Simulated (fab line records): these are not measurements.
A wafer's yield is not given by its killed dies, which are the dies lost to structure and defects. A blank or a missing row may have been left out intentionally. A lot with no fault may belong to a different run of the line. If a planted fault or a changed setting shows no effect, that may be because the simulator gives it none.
Which tool is to blame? -- flow sfq line -- 14 lots, 42 wafers sampled, at 6 steps of a route of 325

== WHAT THE GAUGES SHOWED, per wafer ==
SFQ_M2_RS_MEAS_914: measurement is done with a four-point probe. Usual: M2_NB_RS gives 0.891 ohm/sq (standard deviation 0.01).
lot,measured,on,M2_NB_RS (ohm/sq),flag
L448,day 16 10:06,film metro-03,0.907 0.904 0.899,
L450,day 22 23:11,film metro-02,0.896 0.896 0.892,
L451,day 23 04:51,film metro-01,0.864 0.876 0.881,
L452,day 23 20:13,film metro-03,0.890 0.869 0.884,
L455,day 25 08:20,film metro-01,0.896 0.903 0.891,
L458,day 26 16:07,film metro-01,0.885 0.530 0.536,OFF
L459,day 27 03:02,film metro-01,0.535 0.896 0.531,OFF
L464,day 35 07:56,film metro-03,0.906 0.896 0.898,
L466,day 35 16:22,film metro-01,0.896 0.889 0.903,
L467,day 35 22:30,film metro-01,0.894 0.908 0.912,
L468,day 36 08:04,film metro-03,0.902 0.889 0.893,
L469,day 37 02:06,film metro-03,0.878 0.889 0.887,
L470,day 37 11:41,film metro-01,0.905 0.890 0.904,
L471,day 37 15:29,film metro-02,0.898 0.887 0.901,

SFQ_M4_RS_MEAS_924: measurement is done with a four-point probe. Usual: M4_NB_RS gives 0.888 ohm/sq (standard deviation 0.01).
lot,measured,on,M4_NB_RS (ohm/sq),flag
L448,day 31 15:12,film metro-03,0.879 0.886 0.885,
L450,day 37 14:14,film metro-01,0.876 0.872 0.880,
L451,day 37 16:30,film metro-01,0.885 0.909 0.901,
L452,day 38 03:11,film metro-03,0.891 0.894 0.891,
L455,day 45 03:50,film metro-03,0.891 0.887 0.890,
L458,day 46 13:04,film metro-01,0.888 0.886 0.890,
L459,day 46 20:26,film metro-02,0.890 0.894 0.901,
L464,day 52 18:07,film metro-02,0.880 0.893 0.891,
L466,day 53 02:50,film metro-03,0.886 0.891 0.890,
L467,day 53 05:26,film metro-01,0.905 0.883 0.896,
L468,day 53 22:01,film metro-02,0.882 0.876 0.887,
L469,day 54 08:50,film metro-01,0.903 0.888 0.900,
L470,day 55 02:21,film metro-02,0.878 0.873 0.872,
L471,day 55 04:08,film metro-02,0.878 0.893 0.901,

== WHICH TOOL RAN EACH LOT (tool, then ch and the chambers of the sampled wafers, then the start) ==
lot,SFQ_TRILAYER_M0_BARC_OPEN_METAL_ETCH_031,SFQ_TRILAYER_M2_DEP_SPUTTER_055,SFQ_TRILAYER_M2_ETCH_METAL_ETCH_060,SFQ_TRILAYER_M3_STRIP_STRIP_079
L448,"rie metal-03 ch 1, day 10 22:47","pvd sputter-03, day 16 10:00","rie metal-04 ch 0,1, day 22 11:24","rie metal-03 ch 0,1, day 24 15:07"
L450,"rie metal-04 ch 0,1, day 11 12:32","pvd sputter-06, day 22 23:05","rie metal-03 ch 0,1, day 23 11:24","rie metal-03 ch 0,1, day 30 16:44"
L451,"rie metal-04 ch 0,1, day 11 19:46","pvd sputter-03, day 23 04:43","rie metal-04 ch 1, day 23 18:44","rie metal-02 ch 0, day 31 00:31"
L452,"rie metal-02 ch 1, day 12 03:00","pvd sputter-03, day 23 20:04","rie metal-04 ch 0,1, day 24 09:02","rie metal-01 ch 0,1, day 32 07:20"
L455,"rie metal-03 ch 0, day 13 04:08","pvd sputter-06, day 25 08:15","rie metal-03 ch 0,1, day 31 11:49","rie metal-01 ch 0,1, day 42 18:09"
L458,"rie metal-02 ch 0,1, day 13 19:52","pvd sputter-03, day 26 16:00","rie metal-04 ch 0, day 33 03:31","rie metal-01 ch 1, day 44 07:29"
L459,"rie metal-04 ch 0,1, day 14 06:37","pvd sputter-03, day 27 02:53","rie metal-03 ch 0,1, day 33 13:04","rie metal-02 ch 0,1, day 44 18:29"
L464,"rie metal-04 ch 0,1, day 16 03:07","pvd sputter-03, day 35 07:51","rie metal-04 ch 0,1, day 35 11:39","rie metal-01 ch 0, day 46 18:17"
L466,"rie metal-04 ch 0,1, day 16 13:14","pvd sputter-06, day 35 16:15","rie metal-03 ch 0,1, day 35 19:03","rie metal-03 ch 0,1, day 47 02:41"
L467,"rie metal-03 ch 1, day 17 02:26","pvd sputter-03, day 35 22:23","rie metal-02 ch 1, day 36 03:30","rie metal-01 ch 0,1, day 47 09:53"
L468,"rie metal-04 ch 0,1, day 17 10:32","pvd sputter-03, day 36 07:58","rie metal-03 ch 0,1, day 36 12:28","rie metal-03 ch 0,1, day 47 20:41"
L469,"rie metal-02 ch 1, day 18 02:10","pvd sputter-03, day 37 01:59","rie metal-04 ch 1, day 37 05:39","rie metal-03 ch 0,1, day 48 16:37"
L470,"rie metal-03 ch 0,1, day 18 16:32","pvd sputter-03, day 37 11:35","rie metal-02 ch 0,1, day 37 14:12","rie metal-03 ch 0,1, day 49 05:38"
L471,"rie metal-02 ch 1, day 18 20:08","pvd sputter-06, day 37 15:23","rie metal-04 ch 0,1, day 37 19:03","rie metal-02 ch 1, day 49 08:13"
- SFQ_TRILAYER_M0_BARC_OPEN_METAL_ETCH_031: etches BARC in O2, target depth 125 nm, time 41.7 s.
- SFQ_TRILAYER_M2_DEP_SPUTTER_055: material Nb, target thk 200 nm, time 133.3 s.
- SFQ_TRILAYER_M2_ETCH_METAL_ETCH_060: etches Nb in Cl2/Ar, stops on SiO2, target depth 240 nm, time 120 s.
- SFQ_TRILAYER_M3_STRIP_STRIP_079: strips in O2.

== AS READ BY THE TOOLS THEMSELVES (means over the sampled wafers that have a number; for cases with no such wafer, the mark the record gives instead) ==
SFQ_TRILAYER_M0_BARC_OPEN_METAL_ETCH_031. Usual: drypump motor current A 5.9 A, standard deviation 0.57; oes product au 0.685 a.u., standard deviation 0.0047.
lot,tool,drypump motor current A (A),oes product au (a.u.),flag
L448,rie metal-03,6.4,0.686,
L450,rie metal-04,5.8,0.689,
L451,rie metal-04,5.5,0.685,
L452,rie metal-02,6.0,0.685,
L455,rie metal-03,6.3,0.681,
L458,rie metal-02,5.6,0.685,
L459,rie metal-04,5.5,0.683,
L464,rie metal-04,5.4,0.689,
L466,rie metal-04,5.4,0.684,
L467,rie metal-03,6.5,0.690,
L468,rie metal-04,5.8,0.688,
L469,rie metal-02,6.0,0.684,
L470,rie metal-03,6.4,0.688,
L471,rie metal-02,6.0,0.681,

SFQ_TRILAYER_M2_DEP_SPUTTER_055. Usual: substrate temp c 19.99 C, standard deviation 0.1; throttle valve pct 29.9 %, standard deviation 1.2.
lot,tool,substrate temp c (C),throttle valve pct (%),flag
L448,pvd sputter-03,19.95,30.5,
L450,pvd sputter-06,19.99,29.1,
L451,pvd sputter-03,19.97,30.1,
L452,pvd sputter-03,19.97,30.3,
L455,pvd sputter-06,20.03,28.9,
L458,pvd sputter-03,19.94,30.3,
L459,pvd sputter-03,19.97,30.3,
L464,pvd sputter-03,19.99,30.9,
L466,pvd sputter-06,20.02,29.2,
L467,pvd sputter-03,19.95,30.2,
L468,pvd sputter-03,19.94,30.9,
L469,pvd sputter-03,20.09,30.7,
L470,pvd sputter-03,19.95,30.8,
L471,pvd sputter-06,19.98,29.2,

SFQ_TRILAYER_M2_ETCH_METAL_ETCH_060. Usual: drypump motor current A 5.7 A, standard deviation 0.66; oes product au 0.894 a.u., standard deviation 0.007.
lot,tool,drypump motor current A (A),oes product au (a.u.),flag
L448,rie metal-04,5.8,0.889,
L450,rie metal-03,6.4,0.891,
L451,rie metal-04,5.0,0.902,
L452,rie metal-04,5.8,0.901,
L455,rie metal-03,6.4,0.895,
L458,rie metal-04,6.2,0.963,OFF
L459,rie metal-03,6.4,0.959,OFF
L464,rie metal-04,5.4,0.890,
L466,rie metal-03,6.3,0.892,
L467,rie metal-02,6.0,0.889,
L468,rie metal-03,6.4,0.888,
L469,rie metal-04,5.1,0.897,
L470,rie metal-02,5.6,0.889,
L471,rie metal-04,5.4,0.896,

SFQ_TRILAYER_M3_STRIP_STRIP_079. Usual: drypump motor current A 5.9 A, standard deviation 0.53; oes product au 0.999 a.u., standard deviation 0.0099.
lot,tool,drypump motor current A (A),oes product au (a.u.),flag
L448,rie metal-03,6.4,1.001,
L450,rie metal-03,6.4,0.991,
L451,rie metal-02,4.8,1.011,
L452,rie metal-01,5.9,0.997,
L455,rie metal-01,6.0,0.999,
L458,rie metal-01,6.1,1.003,
L459,rie metal-02,5.6,0.990,
L464,rie metal-01,5.9,0.983,
L466,rie metal-03,6.4,1.004,
L467,rie metal-01,6.0,0.991,
L468,rie metal-03,6.3,0.991,
L469,rie metal-03,6.3,0.996,
L470,rie metal-03,6.4,0.992,
L471,rie metal-02,6.0,0.988,

== THE ANSWER, worked out from the rows above alone ==
Rule: a lot is off if the mean of its wafers that have a number lies more than 3 standard deviations from the usual mean. Also off: a lot with no number at a reading for which 4 or more lots have one. All remaining lots with rows at the step are treated as sound. The gauges are gone through in route order, then the tools' own readings, and for those a lot's mean is taken as printed above. The first step at which some lot is off is used, and at that step the reading that is off furthest; a lot without a number counts as furthest.
Off: L458, L459, seen at SFQ_M2_RS_MEAS_914 (M2_NB_RS).
If a tool, at a process step before that reading, ran all the lots that are off and no sound lot after the first of them, it fits. Not tried: the gauges at SFQ_M2_RS_MEAS_914; whatever is off there is also off at SFQ_TRILAYER_M2_ETCH_METAL_ETCH_060, on other tools, and gauge error can't account for it. Not one of the candidates tried fits.

== WHAT THE SIMULATOR HAD PUT IN ==
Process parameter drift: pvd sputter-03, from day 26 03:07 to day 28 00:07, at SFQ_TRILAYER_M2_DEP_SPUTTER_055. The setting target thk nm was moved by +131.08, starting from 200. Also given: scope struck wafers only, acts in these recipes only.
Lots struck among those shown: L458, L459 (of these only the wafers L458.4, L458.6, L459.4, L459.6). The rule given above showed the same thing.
